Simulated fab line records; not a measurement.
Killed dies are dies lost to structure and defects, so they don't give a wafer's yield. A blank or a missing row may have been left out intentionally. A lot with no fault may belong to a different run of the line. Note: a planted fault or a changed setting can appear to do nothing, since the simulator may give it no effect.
Matching of chambers -- flow sky130 -- SKY_VIA1_CMP_24 on cmp-01 has 4 sister chambers
The step polishes, stops on SiO2, t overpolish 15 s, target thk 0 nm. 8 wafers are shown with their chamber, then 12 later ones without.

EACH WAFER AND ITS CHAMBER
wafer,chamber,motor current A (A),edge zone pressure frac
L082.3,2,8.7,1.002
L082.6,2,9.2,0.996
L086.2,3,10.2,1.001
L086.3,1,12.0,0.989
L087.6,3,10.8,0.999
L088.4,0,9.3,0.997
L088.5,1,12.1,1.001
L088.6,0,9.1,1.001

WAFERS WITHOUT THEIR CHAMBER
wafer,motor current A (A),edge zone pressure frac
L092.2,10.2,1.006
L092.4,8.5,0.994
L092.5,11.8,1.004
L095.1,11.3,1.003
L095.3,9.2,1.002
L095.6,12.8,1.005
L096.2,10.6,1.001
L096.4,9.1,0.998
L096.6,9.2,0.993
L097.1,9.1,0.995
L097.3,9.1,1.006
L097.6,8.8,1.008

WHICH CHAMBER EACH ONE RAN IN
wafer,from the rows above,in truth
L092.2,3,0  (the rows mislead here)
L092.4,can't be placed: 2 or 0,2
L092.5,1,1
L095.1,can't be placed: 3 or 1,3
L095.3,can't be placed: 0 or 2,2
L095.6,1,1
L096.2,3,3
L096.4,can't be placed: 0 or 2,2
L096.6,can't be placed: 0 or 2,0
L097.1,can't be placed: 0 or 2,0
L097.3,can't be placed: 0 or 2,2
L097.6,can't be placed: 2 or 0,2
Correct placement for 3 of the 12. These rows do not allow placing 8 (true chamber among the candidates in 8). Wrongly placed: 1.
How it was worked out, from the rows above alone: a wafer's distance from a chamber is the root of the sum, over the readings, of the square of ((its reading less the chamber's mean) divided by the reading's scatter). The wafer belongs to the nearest chamber; if the next one is less than 2 further off, it can't be placed. A chamber's mean is the mean of its shown wafers. The scatter is the square root of a quotient: the sum, over the shown wafers, of each reading's squared deviation from its chamber's mean, divided by wafers minus chambers.
